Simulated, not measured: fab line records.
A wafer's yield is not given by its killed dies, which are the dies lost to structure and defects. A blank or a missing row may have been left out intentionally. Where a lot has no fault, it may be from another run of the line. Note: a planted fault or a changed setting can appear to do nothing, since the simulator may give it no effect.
Matching of chambers | flow gf180mcu | cmp-02 running GF_V4_CMP_26: 4 sister chambers
The step polishes, stops on SiO2, t overpolish 15 s, target thk 0 nm. 14 wafers are shown with their chamber, then 7 later ones without.

WAFERS, EACH WITH ITS CHAMBER
wafer  | chamber | motor_current_A (A) | slurry_flow_ml_min | time_to_endpoint_s (s)
L559.2 | 2       | 10.2                | 149.9              | 86
L559.3 | 1       | 10.6                | 150.3              | 85
L559.4 | 3       | 10.2                | 149.7              | 83
L560.1 | 1       | 11.2                | 149.1              | 87
L560.2 | 2       | 9.3                 | 150.3              | 82
L560.6 | 2       | 9.8                 | 149.6              | 85
L563.2 | 2       | 10.7                | 149.4              | 85
L563.4 | 3       | 10.7                | 149.7              | 84
L563.5 | 1       | 10.9                | 149.3              | 83
L564.4 | 0       | 9.5                 | 149.0              | 87
L564.5 | 1       | 10.5                | 149.2              | 82
L564.6 | 0       | 9.6                 | 149.6              | 84
L567.1 | 2       | 9.7                 | 150.3              | 81
L567.3 | 3       | 10.1                | 149.8              | 83

SIGNATURES (means of the wafers above)
reading            | chamber 0 | chamber 1 | chamber 2 | chamber 3 | scatter within a chamber
motor_current_A    | 9.550     | 10.800    | 9.940     | 10.333    | 0.405
slurry_flow_ml_min | 149.300   | 149.475   | 149.900   | 149.733   | 0.421
time_to_endpoint_s | 85.50     | 84.25     | 83.80     | 83.33     | 1.97
Rule: for a wafer and a chamber, the distance is found by dividing, reading by reading, the gap between the wafer's reading and the chamber's mean by the reading's scatter, squaring, summing and taking the root. The wafer belongs to the nearest chamber; if the next one is less than 2 further off, it can't be placed. The scatter: take each reading less its chamber's mean, square it, sum over the shown wafers, divide by the number of wafers less the number of chambers, and take the root.

WAFERS WITHOUT THEIR CHAMBER
wafer  | motor_current_A (A) | slurry_flow_ml_min | time_to_endpoint_s (s)
L567.4 | 9.4                 | 150.3              | 84
L569.4 | 10.4                | 150.2              | 84
L569.5 | 10.9                | 149.1              | 83
L569.6 | 9.7                 | 149.9              | 87
L573.1 | 9.7                 | 149.8              | 77
L573.4 | 11.1                | 150.1              | 76
L578.6 | 10.9                | 149.6              | 83

WHICH CHAMBER EACH ONE RAN IN
wafer  | from the rows above               | in truth
L567.4 | can't be placed: 2 or 0 or 3      | 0
L569.4 | can't be placed: 3 or 2 or 1 or 0 | 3
L569.5 | can't be placed: 1 or 3 or 2      | 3
L569.6 | can't be placed: 0 or 2 or 3 or 1 | 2
L573.1 | can't be placed: 2 or 3 or 0 or 1 | 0
L573.4 | can't be placed: 3 or 1 or 2      | 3
L578.6 | can't be placed: 1 or 3 or 2      | 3
Correctly placed: 0 of 7. Can't be placed from these rows: 7 (the true chamber is among the candidates in 7). 0 placed wrongly.
